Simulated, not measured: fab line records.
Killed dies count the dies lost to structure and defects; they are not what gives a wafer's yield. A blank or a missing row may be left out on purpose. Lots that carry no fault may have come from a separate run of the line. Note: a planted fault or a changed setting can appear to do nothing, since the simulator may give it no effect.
A struck lot beside a sound one :: flow gf180mcu :: 22 steps out of a route of 602
Sound: these wafers, L634.2, L634.3, L634.5. Wafers L645.2, L645.3, L645.4 were the ones struck. The cause is named last.
Per side, at each step with rows, come the tool, then ch with its chambers, and then its first start. Under that, the readings that differ: sound wafers :: struck wafers :: difference of the means :: sigmas: that difference in standard deviations of wafers without a fault.
alike: same words and numbers on both sides, and readings whose means sit less than 2 such deviations apart. not compared: any withheld reading, any reading some wafer has no value for, any bound like >300 that may hide the same value, and any number with overlapping values for which the record gives no deviation.
The two part at a step that has a row with sigmas, a row that says differs or no value, or rows on one side only. Numbers that don't overlap but have no deviation are shown without sigmas and don't part them. A reading missing from all wafers of one side parts the sides only when that side holds two or more wafers.

first, 5 steps without rows for these wafers: GF_NWELL_COAT_02 (resist thk 3000 nm); GF_NWELL_SOFTBAKE_03; GF_NWELL_EXPOSE_04 (exposes mask Nwell, target cd 860 nm); GF_NWELL_PEB_05; GF_NWELL_DEVELOP_06 (develop time 60 s).
GF_NWELL_OVL_MEAS_07:
  sound on overlay-02, day 3 18:23; struck on overlay-01, day 6 04:41
  alike: NWELL_OVL
then, 2 steps without rows for these wafers: GF_NWELL_IMPLANT_08; GF_NWELL_IMPLANT_09.
GF_NWELL_STRIP_10: strips in O2/N2.
  sound on plasma asher-01 ch 0,1, day 3 18:43; struck on plasma asher-03 ch 0,1, day 6 05:01
reading: drypump motor current A (A)
sound: 6.6 6.2 6.6
struck: 5.5 5.5 5.5
difference: -1.0
sigmas: -2
  alike: heater power w, o2 flow sccm, oes product au, strip time to endpoint s
  not compared: rf hours counter h
GF_NWELL_TW_MEAS_11:
  sound on film metro-04, day 3 18:50; struck on film metro-01, day 6 05:07
  alike: NWELL_TW
then, 2 steps without rows for these wafers: GF_LVPWELL_DEHYDRATE_00 (time 60 s); GF_LVPWELL_HMDS_01 (prime time 60 s).
GF_LVPWELL_COAT_02: resist thk 3000 nm.
  sound on litho track-01 ch 0, day 4 01:18; struck on litho track-01 ch 0, day 6 12:48
reading: model.coat_of_LVPWELL_COAT_02.thk nm (nm)
sound: 2998 2998 2994
struck: 957.8 958.6 957.7
difference: -2038.6
sigmas: 
then, 3 steps without rows for these wafers: GF_LVPWELL_SOFTBAKE_03; GF_LVPWELL_EXPOSE_04 (exposes mask LVPWELL, target cd 600 nm); GF_LVPWELL_PEB_05.
GF_LVPWELL_DEVELOP_06: develop time 60 s.
  sound: litho track-04 ch 0; struck: litho track-03 ch 0
reading: model.coat_of_LVPWELL_COAT_02.thk nm (nm)
sound: 2997 2997 2993
struck: 956.8 957.6 956.7
difference: -2038.6
sigmas: 
GF_LVPWELL_OVL_MEAS_07:
  sound on overlay-02, day 4 08:05; struck on overlay-01, day 6 20:30
reading: LVPWELL_OVL (nm)
sound: -1.7 -1.5 -0.7
struck: 3.1 1.8 2.5
difference: +3.8
sigmas: +3
then, 2 steps without rows for these wafers: GF_LVPWELL_IMPLANT_08; GF_LVPWELL_IMPLANT_09.
GF_LVPWELL_STRIP_10: strips in O2/N2.
  sound on plasma asher-02 ch 0,1, day 4 08:25; struck on plasma asher-02 ch 0,1, day 6 20:50
reading: strip time to endpoint s (s)
sound: 36.94 36.92 36.86
struck: 12.93 12.97 12.92
difference: -23.97
sigmas: -99 or more
  alike: drypump motor current A, heater power w, o2 flow sccm, oes product au
  not compared: rf hours counter h
GF_LVPWELL_TW_MEAS_11:
  sound on film metro-01, day 4 08:31; struck on film metro-04, day 6 20:56
  alike: LVPWELL_TW

WHERE THEY PART
Earliest at GF_NWELL_STRIP_10; latest, in this record, at GF_LVPWELL_STRIP_10. Later steps at which nothing parts them and some readings are alike: GF_LVPWELL_TW_MEAS_11.

WHY: what had been put in by the simulator
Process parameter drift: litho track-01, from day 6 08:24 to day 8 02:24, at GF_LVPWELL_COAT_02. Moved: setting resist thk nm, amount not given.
